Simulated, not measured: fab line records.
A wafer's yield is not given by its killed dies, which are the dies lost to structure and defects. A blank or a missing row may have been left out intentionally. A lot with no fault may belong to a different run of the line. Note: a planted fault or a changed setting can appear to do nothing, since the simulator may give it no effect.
fab line records | flow sky130
record lots=5 | wafers=15 | last-day=49
route steps=708 shown NWELL@56
lots that met no fault: taken from a fault-free run of the same line
start-h: hours from the record's opening day to when the first of the lot's shown wafers began | wait-h: hours from the lot's prior step to this one | " identical to the entry in the row above | L1.1+2: a row that stands for several wafers | - no value, or no start given | * or withheld: withheld | < > ~ a bound
route shown NAME@n: a module of which the file shows steps, and the number in the route of the first | usual: mean/standard deviation of fault-free wafers | same: alike in all rows | chamber/n: place in a boat | sites: each site's reading | _std_site: the standard deviation of these | _edge_site: mean of outer sites minus mean of inner sites | radius-mm: for every site, how far away it sits from the centre of the wafer | mask NAME#n: copy n | behind: the most recent tool/chamber to have shaped the wafer | hold: reason for holding the lot/hours on hold/outcome of the hold | device: transistor that didn't switch, given as n, p or np | end of line: tests run on the same wafers once the route is complete | for a step that has no rows: nothing shown but its recipe | killed: the dies lost at the first sort to structure and to defects; this is not the yield of the wafer | map: shows each die of a wafer: x if killed, . if not, _ if none is there
set.NAME: the run value of the setting; set.NAME@STEP: its run value at that earlier step | model.NAME: the simulator's own value behind a step, which no gauge read
a table for each step, a row for each wafer; lots at some steps of the route
services: a tool's chamber out of use, with start hour (start-h, from the record's first day; less than 0 if before it), hours out, and reason
## steps
# step SKY_NWELL_DEHYDRATE_03
# recipe temp-c=200 | time-s=60
# same time-s=60
lot.wafer  | tool           | chamber | start-h | wait-h
L080.4+5+6 | litho-track-04 | 0       | 113.90  | 9.3
L082.3+4+6 | litho-track-02 | 0       | 124.71  | 9.0
L083.2+3+6 | litho-track-01 | 0       | 129.92  | 9.2
L089.1+4+5 | litho-track-04 | 0       | 163.08  | 9.3
L090.3+5+6 | litho-track-01 | 0       | 169.84  | 9.5
# step SKY_NWELL_HMDS_04
# recipe prime-time-s=60 | prime-temp-c=120
lot.wafer  | tool           | chamber | start-h | wait-h
L080.4+5+6 | litho-track-04 | 0       | 114.05  | 0.1
L082.3+4+6 | litho-track-02 | 0       | 124.86  | 0.1
L083.2+3+6 | litho-track-01 | 0       | 130.07  | 0.1
L089.1+4+5 | litho-track-04 | 0       | 163.23  | 0.1
L090.3+5+6 | litho-track-01 | 0       | 169.99  | 0.1
# step SKY_NWELL_COAT_05
# recipe spin-rpm=2000 | resist-thk-nm=3000
lot.wafer  | tool           | chamber | start-h | wait-h
L080.4+5+6 | litho-track-04 | 0       | 114.20  | 0.1
L082.3+4+6 | litho-track-02 | 0       | 125.01  | 0.1
L083.2+3+6 | litho-track-01 | 0       | 130.22  | 0.1
L089.1+4+5 | litho-track-04 | 0       | 163.38  | 0.1
L090.3+5+6 | litho-track-01 | 0       | 170.14  | 0.1
# step SKY_NWELL_SOFTBAKE_06
# recipe temp-c=110 | time-s=withheld
lot.wafer  | tool           | chamber | start-h | wait-h
L080.4+5+6 | litho-track-04 | 0       | 114.38  | 0.1
L082.3+4+6 | litho-track-02 | 0       | 125.17  | 0.1
L083.2+3+6 | litho-track-01 | 0       | 130.38  | 0.1
L089.1+4+5 | litho-track-04 | 0       | 163.53  | 0.1
L090.3+5+6 | litho-track-01 | 0       | 170.31  | 0.1
# step SKY_NWELL_EXPOSE_07
# recipe mask-id=NWM | na=0.6 | source-shape=conventional | sigma-outer=0.6 | polarization=unpolarized | target-cd-nm=840 | dose-mj=255
lot.wafer  | tool             | chamber | start-h | wait-h | mask
L080.4+5+6 | iline-stepper-01 | 0       | -       | -      | NWM#0
L082.3+4+6 | iline-stepper-02 | 0       | -       | -      | NWM#0
L083.2+3+6 | iline-stepper-02 | 0       | -       | -      | NWM#0
L089.1+4+5 | iline-stepper-02 | 0       | -       | -      | NWM#0
L090.3+5+6 | iline-stepper-01 | 0       | -       | -      | NWM#0
# step SKY_NWELL_PEB_08
# recipe temp-c=115 | time-s=withheld
lot.wafer  | tool           | chamber | start-h | wait-h
L080.4+5+6 | litho-track-04 | 0       | -       | -
L082.3+4+6 | litho-track-02 | 0       | -       | -
L083.2+3+6 | litho-track-04 | 0       | -       | -
L089.1+4+5 | litho-track-02 | 0       | -       | -
L090.3+5+6 | litho-track-01 | 0       | -       | -
# step SKY_NWELL_DEVELOP_09
# recipe wall-angle-deg=90 | developer=TMAH | develop-time-s=60 | dev-temp-c=23
lot.wafer  | tool           | chamber | start-h | wait-h
L080.4+5+6 | litho-track-04 | 0       | -       | -
L082.3+4+6 | litho-track-02 | 0       | -       | -
L083.2+3+6 | litho-track-04 | 0       | -       | -
L089.1+4+5 | litho-track-02 | 0       | -       | -
L090.3+5+6 | litho-track-01 | 0       | -       | -
# step SKY_NWELL_OVL_MEAS_10
# usual NWELL_00_OVL=-1.2/1.5
lot.wafer | tool       | chamber | start-h | wait-h | NWELL_00_OVL[nm]
L080.4    | overlay-01 | -       | 123.74  | -      | -0.6
L080.5    | "          | -       | "       | "      | -0.8
L080.6    | "          | -       | "       | "      | -2.3
L082.3    | overlay-01 | -       | 135.42  | -      | -0.6
L082.4    | "          | -       | "       | "      | -2.9
L082.6    | "          | -       | "       | "      | -1.7
L083.2    | overlay-02 | -       | 140.23  | -      | -2.0
L083.3    | "          | -       | "       | "      | -1.2
L083.6    | "          | -       | "       | "      | -1.8
L089.1    | overlay-02 | -       | 173.91  | -      | -0.3
L089.4    | "          | -       | "       | "      | -0.6
L089.5    | "          | -       | "       | "      | 1.0
L090.3    | overlay-01 | -       | 181.16  | -      | -0.4
L090.5    | "          | -       | "       | "      | 1.5
L090.6    | "          | -       | "       | "      | -1.3
# step SKY_NWELL_IMPLANT_11
# recipe species=P | energy-kev=400 | dose-cm2=1.9e+13 | tilt-deg=withheld
lot.wafer  | tool         | chamber | start-h | wait-h
L080.4+5+6 | implanter-01 | 0       | 123.84  | 0.1
L082.3+4+6 | implanter-02 | 0       | 135.49  | 0.1
L083.2+3+6 | implanter-03 | 0       | 140.29  | 0.0
L089.1+4+5 | implanter-02 | 0       | 173.94  | 0.0
L090.3+5+6 | implanter-01 | 0       | 181.23  | 0.1
# step SKY_NWELL_IMPLANT_12
# recipe species=P | energy-kev=120 | dose-cm2=1.3e+12 | tilt-deg=withheld
lot.wafer  | tool         | chamber | start-h | wait-h
L080.4+5+6 | implanter-01 | 0       | 123.99  | 0.1
L082.3+4+6 | implanter-02 | 0       | 135.64  | 0.1
L083.2+3+6 | implanter-03 | 0       | 140.44  | 0.1
L089.1+4+5 | implanter-02 | 0       | 174.09  | 0.1
L090.3+5+6 | implanter-01 | 0       | 181.38  | 0.1
# step SKY_NWELL_IMPLANT_13
# recipe species=P | energy-kev=50 | dose-cm2=7e+11 | tilt-deg=withheld
lot.wafer  | tool         | chamber | start-h | wait-h
L080.4+5+6 | implanter-01 | 0       | 124.14  | 0.1
L082.3+4+6 | implanter-02 | 0       | 135.79  | 0.1
L083.2+3+6 | implanter-03 | 0       | 140.59  | 0.1
L089.1+4+5 | implanter-02 | 0       | 174.24  | 0.1
L090.3+5+6 | implanter-01 | 0       | 181.53  | 0.1
# step SKY_NWELL_STRIP_14
# recipe chemistry=O2/N2 | power-w=1400 | pressure-mtorr=1500 | platen-temp-c=withheld | o2-flow-sccm=3000 | n2-flow-sccm=300 | overash-fraction=0.5
# usual drypump-motor-current-A=6.0/0.44 | oes-product-au=0.722/0.0049 | strip-time-to-endpoint-s=36.87/0.12
# same overash-fraction=0.5
lot.wafer | tool            | chamber | start-h | wait-h | drypump-motor-current-A | oes-product-au | rf-hours-counter-h | strip-time-to-endpoint-s
L080.4    | plasma-asher-02 | 1       | 124.24  | 0.1    | 6.1                     | 0.712          | -                  | 36.79
L080.5    | "               | 1       | "       | "      | 6.1                     | 0.725          | -                  | 36.80
L080.6    | "               | 0       | "       | "      | 5.7                     | 0.724          | -                  | 36.88
L082.3    | plasma-asher-03 | 0       | 135.93  | 0.1    | 6.3                     | 0.729          | -                  | 36.94
L082.4    | "               | 1       | "       | "      | 6.4                     | 0.725          | -                  | 36.82
L082.6    | "               | 1       | "       | "      | 6.5                     | 0.717          | -                  | 36.86
L083.2    | plasma-asher-04 | 0       | 140.71  | 0.1    | 6.3                     | 0.705          | 44                 | 36.87
L083.3    | "               | 0       | "       | "      | 6.3                     | 0.729          | -                  | 36.90
L083.6    | "               | 1       | "       | "      | 5.2                     | 0.724          | -                  | 36.82
L089.1    | plasma-asher-04 | 1       | 174.39  | 0.1    | 5.2                     | 0.724          | 47                 | 36.80
L089.4    | "               | 0       | "       | "      | 6.3                     | 0.717          | -                  | 36.85
L089.5    | "               | 0       | "       | "      | 6.3                     | 0.725          | -                  | 36.77
L090.3    | plasma-asher-04 | 0       | 181.66  | 0.1    | 6.3                     | 0.723          | -                  | 36.97
L090.5    | "               | 1       | "       | "      | 5.2                     | 0.723          | -                  | 36.87
L090.6    | "               | 0       | "       | "      | 6.3                     | 0.715          | -                  | 36.93
# step SKY_NWELL_TW_MEAS_15
# usual NWELL_TW=1817/14
lot.wafer | tool          | chamber | start-h | wait-h | NWELL_TW
L080.4    | film-metro-02 | -       | 124.34  | 0.1    | 1826
L080.5    | "             | -       | "       | "      | 1820
L080.6    | "             | -       | "       | "      | 1819
L082.3    | film-metro-03 | -       | 136.01  | 0.1    | 1803
L082.4    | "             | -       | "       | "      | 1811
L082.6    | "             | -       | "       | "      | 1816
L083.2    | film-metro-03 | -       | 140.82  | 0.1    | 1813
L083.3    | "             | -       | "       | "      | 1805
L083.6    | "             | -       | "       | "      | 1809
L089.1    | film-metro-01 | -       | 174.49  | 0.1    | 1833
L089.4    | "             | -       | "       | "      | 1809
L089.5    | "             | -       | "       | "      | 1826
L090.3    | film-metro-01 | -       | 181.75  | 0.1    | 1815
L090.5    | "             | -       | "       | "      | 1818
L090.6    | "             | -       | "       | "      | 1822
# step SKY_NWELL_DEHYDRATE_16
# recipe temp-c=200 | time-s=60
# same time-s=60
lot.wafer  | tool           | chamber | start-h | wait-h
L080.4+5+6 | litho-track-04 | 0       | 133.75  | 9.4
L082.3+4+6 | litho-track-02 | 0       | 144.86  | 8.8
L083.2+3+6 | litho-track-02 | 0       | 149.93  | 9.1
L089.1+4+5 | litho-track-04 | 0       | 184.43  | 9.9
L090.3+5+6 | litho-track-01 | 0       | 191.49  | 9.7
# step SKY_NWELL_HMDS_17
# recipe prime-time-s=60 | prime-temp-c=120
lot.wafer  | tool           | chamber | start-h | wait-h
L080.4+5+6 | litho-track-04 | 0       | 133.90  | 0.1
L082.3+4+6 | litho-track-02 | 0       | 145.01  | 0.1
L083.2+3+6 | litho-track-02 | 0       | 150.08  | 0.1
L089.1+4+5 | litho-track-04 | 0       | 184.58  | 0.1
L090.3+5+6 | litho-track-01 | 0       | 191.64  | 0.1
## services
tool             | chamber | start-h | hours | kind
litho-track-01   | -       | 120.61  | -     | consumable-replace:filter
plasma-asher-04  | -       | 120.87  | 2.1   | repair
implanter-01     | -       | 134.44  | 6.7   | repair
iline-stepper-01 | -       | 143.99  | 1.7   | pm
implanter-01     | -       | 167.12  | 2.8   | pm
implanter-02     | -       | 169.09  | 3.4   | pm
iline-stepper-01 | 0       | 173.86  | -     | calibration
## key
fault none
